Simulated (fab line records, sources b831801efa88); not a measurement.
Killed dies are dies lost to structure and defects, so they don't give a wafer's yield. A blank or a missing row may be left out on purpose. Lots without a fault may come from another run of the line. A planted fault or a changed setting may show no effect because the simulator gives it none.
fab line records | flow sky130 | part 2 of 2: steps 26 to 34 of 34
record lots=5 wafers=15 last_day=49
route steps=708 shown CONTACT@420 METAL1@434
lots that met no fault: from a run of the same line without faults
start_h: hours from the record's first day to the start of the lot's first wafer shown | wait_h: hours since the lot's step before | " the same as in the row above | L1.1+2: a row that stands for several wafers | - no value, or no start given | * or withheld: withheld | < > ~ a bound
route shown NAME@n: a module of which the file shows steps, and the number in the route of the first | usual: mean/standard deviation of fault-free wafers | same: alike in all rows | chamber/n: place in a boat | sites: the reading at each site | _std_site: their standard deviation | _edge_site: outer sites' mean less inner sites' | radius_mm: how far each site lies from the wafer's centre | mask NAME#n: copy n | behind: the tool/chamber that last shaped the wafer | hold: why the lot was held/for how many hours/how that ended | device: the transistor (n, p or np) that didn't switch | end of line: the same wafers' tests at the end of the route | a step without rows: its recipe alone | killed: dies lost to structure and defects at the first sort, not the wafer's yield | map: a wafer's dies, x killed, . not, _ none there
set.NAME: the setting as run; set.NAME@STEP: as run at that earlier step | model.NAME: the simulator's own value behind a step, which no gauge read
lots at some steps of the route; a table a step, a row a wafer
services: from which hour (start_h, from the record's first day; less than 0 if before it) a tool's chamber was out of use, for how many hours, and why
## steps
# step SKY_METAL1_SOFTBAKE_11
# recipe temp_c=100 time_s=90 resist=KrF-thick
# columns lot.wafer tool chamber start_h wait_h
L082.1+4+6 litho_track-02 0 - -
L084.3+4+5 litho_track-01 0 - -
L086.3+5+6 litho_track-01 0 - -
L092.3+4+6 litho_track-02 0 - -
L091.2+4+6 litho_track-01 0 - -
# step SKY_METAL1_EXPOSE_12
# recipe mask_id=MM1 na=0.8 source_shape=annular sigma_inner=0.55 sigma_outer=0.85 target_cd_nm=140 dose_mj=28
# usual stage_vel_mm_s=500.03/0.22
# same sigma_outer=0.85
# columns lot.wafer tool chamber start_h wait_h mask stage_vel_mm_s
L082.1 krf_scanner-01 0 - - MM1#0 500.29
L082.4 " 0 " " MM1#0 500.08
L082.6 " 0 " " MM1#0 499.89
L084.3 krf_scanner-01 0 - - MM1#0 500.40
L084.4 " 0 " " MM1#0 500.28
L084.5 " 0 " " MM1#0 499.97
L086.3 krf_scanner-01 0 - - MM1#0 500.42
L086.5 " 0 " " MM1#0 500.27
L086.6 " 0 " " MM1#0 500.16
L092.3 krf_scanner-02 0 - - MM1#0 499.90
L092.4 " 0 " " MM1#0 499.95
L092.6 " 0 " " MM1#0 499.84
L091.2 krf_scanner-02 0 - - MM1#0 500.35
L091.4 " 0 " " MM1#0 500.35
L091.6 " 0 " " MM1#0 500.25
# step SKY_METAL1_PEB_13
# recipe peb_temp_c=withheld peb_time_s=withheld resist=KrF-thick
# columns lot.wafer tool chamber start_h wait_h
L082.1+4+6 litho_track-02 0 - -
L084.3+4+5 litho_track-02 0 - -
L086.3+5+6 litho_track-02 0 - -
L092.3+4+6 litho_track-01 0 - -
L091.2+4+6 litho_track-01 0 - -
# step SKY_METAL1_DEVELOP_14
# recipe develop_time_s=60 resist=KrF-thick dev_temp_c=21
# columns lot.wafer tool chamber start_h wait_h
L082.1+4+6 litho_track-02 0 - -
L084.3+4+5 litho_track-02 0 - -
L086.3+5+6 litho_track-02 0 - -
L092.3+4+6 litho_track-01 0 - -
L091.2+4+6 litho_track-01 0 - -
# step SKY_METAL1_CD_MEAS_15
# recipe target_cd_nm=140
# usual cd_nm=140.1/1.5
# columns lot.wafer tool chamber start_h wait_h cd_nm
L082.1 cd_sem-01 - 826.76 - 142.7
L082.4 " - " " 143.2
L082.6 " - " " 142.3
L084.3 cd_sem-01 - 843.20 - 139.0
L084.4 " - " " 138.9
L084.5 " - " " 140.6
L086.3 cd_sem-02 - 862.05 - 139.0
L086.5 " - " " 140.7
L086.6 " - " " 139.2
L092.3 cd_sem-02 - 896.36 - 139.9
L092.4 " - " " 140.3
L092.6 " - " " 140.7
L091.2 cd_sem-01 - 897.89 - 140.1
L091.4 " - " " 140.3
L091.6 " - " " 139.8
# step SKY_METAL1_OVL_MEAS_16
# usual METAL1_OVL=3/5.5
# columns lot.wafer tool chamber start_h wait_h METAL1_OVL[nm]
L082.1 overlay-01 - 826.88 0.1 0
L082.4 " - " " -3
L082.6 " - " " 2
L084.3 overlay-01 - 843.29 0.1 9
L084.4 " - " " 5
L084.5 " - " " 10
L086.3 overlay-02 - 862.14 0.1 -3
L086.5 " - " " 2
L086.6 " - " " 2
L092.3 overlay-02 - 896.46 0.1 -5
L092.4 " - " " -2
L092.6 " - " " 3
L091.2 overlay-01 - 898.00 0.1 12
L091.4 " - " " 8
L091.6 " - " " 8
# step SKY_METAL1_DESCUM_17
# recipe chemistry=O2 source_power_w=150 bias_power_w=0 pressure_mtorr=10 temp_c=40 time_s=8
# usual drypump_motor_current_A=5.3/0.39 oes_product_au=1.000/0.0077 rf_fwd_power_W=147.2/0.61
# columns lot.wafer tool chamber start_h wait_h drypump_motor_current_A oes_product_au rf_fwd_power_W rf_hours_counter_h
L082.1 rie_metal-04 0 826.91 0.0 4.9 1.000 147.7 8
L082.4 " 1 " " 4.7 1.008 147.1 -
L082.6 " 0 " " 4.9 1.002 148.0 -
L084.3 rie_metal-04 1 843.32 0.0 4.7 0.998 147.5 -
L084.4 " 0 " " 4.9 0.995 147.8 -
L084.5 " 0 " " 4.9 0.995 148.3 -
L086.3 rie_metal-04 0 862.17 0.0 4.9 1.000 148.2 -
L086.5 " 1 " " 4.7 1.026 147.4 -
L086.6 " 0 " " 4.9 1.001 148.5 -
L092.3 rie_metal-02 0 896.49 0.0 5.3 1.002 146.6 -
L092.4 " 1 " " 5.9 1.010 147.6 -
L092.6 " 1 " " 5.9 1.004 147.1 -
L091.2 rie_metal-03 1 898.03 0.0 5.7 1.001 146.7 1
L091.4 " 0 " " 5.4 1.002 147.2 -
L091.6 " 0 " " 5.4 1.003 147.6 -
# step SKY_METAL1_ETCH_18
# recipe chemistry=N2/H2 target=BARC ion_energy_ev=200 bias_w=100 pressure_mtorr=30 n2_flow_sccm=100 h2_flow_sccm=200 icp_w=500 stop_on=SiO2 time_s=45.9 target_depth_a=600
# usual drypump_motor_current_A=5.3/0.39 h2_flow_sccm=200.1/0.62 oes_product_au=0.855/0.005 rf_fwd_power_W=495.1/1.7 throttle_valve_pct=13.224/0.0087
# columns lot.wafer tool chamber start_h wait_h drypump_motor_current_A h2_flow_sccm oes_product_au rf_fwd_power_W rf_hours_counter_h throttle_valve_pct
L082.1 rie_metal-04 0 826.95 0.0 4.9 200.8 0.858 495.9 8 13.235
L082.4 " 1 " " 4.7 199.2 0.849 495.4 - 13.232
L082.6 " 0 " " 5.0 200.1 0.853 495.5 - 13.226
L084.3 rie_metal-04 1 843.37 0.0 4.7 200.3 0.857 494.5 - 13.206
L084.4 " 0 " " 4.9 200.2 0.853 496.0 - 13.220
L084.5 " 0 " " 4.9 201.1 0.854 495.4 - 13.222
L086.3 rie_metal-04 0 862.22 0.0 4.9 201.1 0.854 497.8 - 13.220
L086.5 " 1 " " 4.7 201.4 0.859 493.9 - 13.232
L086.6 " 0 " " 4.9 201.0 0.850 498.3 - 13.228
L092.3 rie_metal-02 0 896.53 0.0 5.3 199.9 0.859 491.1 - 13.216
L092.4 " 1 " " 5.9 200.7 0.856 497.9 - 13.220
L092.6 " 1 " " 5.9 200.3 0.851 494.1 - 13.207
L091.2 rie_metal-03 1 898.06 0.0 5.7 200.0 0.856 495.5 1 13.218
L091.4 " 0 " " 5.4 200.5 0.848 494.2 - 13.229
L091.6 " 0 " " 5.4 199.8 0.851 495.1 - 13.237
# step SKY_METAL1_METAL_ETCH_19
# recipe target_depth_a=3600 stop_on=SiO2 over_etch_frac=0.3 time_s=78 chemistry=Cl2/BCl3 resist_sidewall_deg=88 pressure_mtorr=10 icp_w=900 bias_w=48.5 Cl2_flow_sccm=60 bcl3_flow_sccm=30
# usual drypump_motor_current_A=5.3/0.39 oes_product_au=0.854/0.0051 rf_fwd_power_W=894.2/2.9 throttle_valve_pct=22.264/0.0092
# columns lot.wafer tool chamber start_h wait_h drypump_motor_current_A oes_product_au rf_fwd_power_W rf_hours_counter_h throttle_valve_pct
L082.1 rie_metal-04 0 827.01 0.0 4.9 0.854 899.7 8 22.245
L082.4 " 1 " " 4.7 0.858 894.2 - 22.269
L082.6 " 0 " " 4.9 0.858 896.3 - 22.259
L084.3 rie_metal-04 1 843.44 0.1 4.7 0.853 891.4 - 22.243
L084.4 " 0 " " 4.9 0.848 888.9 - 22.255
L084.5 " 0 " " 4.9 0.858 897.4 - 22.251
L086.3 rie_metal-04 0 862.29 0.1 4.9 0.862 894.4 - 22.262
L086.5 " 1 " " 4.7 0.858 897.3 - 22.252
L086.6 " 0 " " 4.9 0.854 898.0 - 22.262
L092.3 rie_metal-02 0 896.60 0.1 5.3 0.851 891.4 - 22.260
L092.4 " 1 " " 5.9 0.855 890.5 - 22.266
L092.6 " 1 " " 5.9 0.846 892.1 - 22.271
L091.2 rie_metal-03 1 898.12 0.0 5.7 0.861 896.7 1 22.265
L091.4 " 0 " " 5.4 0.856 889.7 - 22.279
L091.6 " 0 " " 5.4 0.854 891.9 - 22.262
## services
# columns tool chamber start_h hours kind
rie_metal-03 - 777.08 0.6 repair
pvd_sputter-01 - 777.99 8.0 repair
krf_scanner-01 - 786.57 1.1 repair
rie_diel-02 - 797.48 0.2 repair
pvd_sputter-01 - 798.65 1.4 repair
rie_diel-03 1 804.36 6.8 repair
rie_metal-02 0 808.44 5.5 repair
rie_metal-02 1 822.84 14.7 repair
rie_diel-04 - 830.94 2.5 repair
pvd_sputter-02 - 834.49 2.3 repair
cvd_w-01 - 840.64 6.0 pm
krf_scanner-01 - 843.91 0.8 pm
rie_metal-04 - 845.63 0.4 repair
cvd_w-01 - 854.27 6.9 pm
pvd_sputter-01 - 854.80 13.4 repair
pvd_sputter-02 - 863.15 2.3 repair
rie_diel-03 2 865.36 5.0 repair
cmp-01 - 871.73 7.7 pm
wet_bench-03 - 880.91 1.9 pm
rie_metal-04 - 883.74 0.8 repair
pvd_sputter-01 - 884.34 2.2 repair
rie_diel-04 2 887.62 5.8 repair
wet_bench-04 - 891.02 4.5 repair
rie_diel-03 2 894.12 13.6 repair
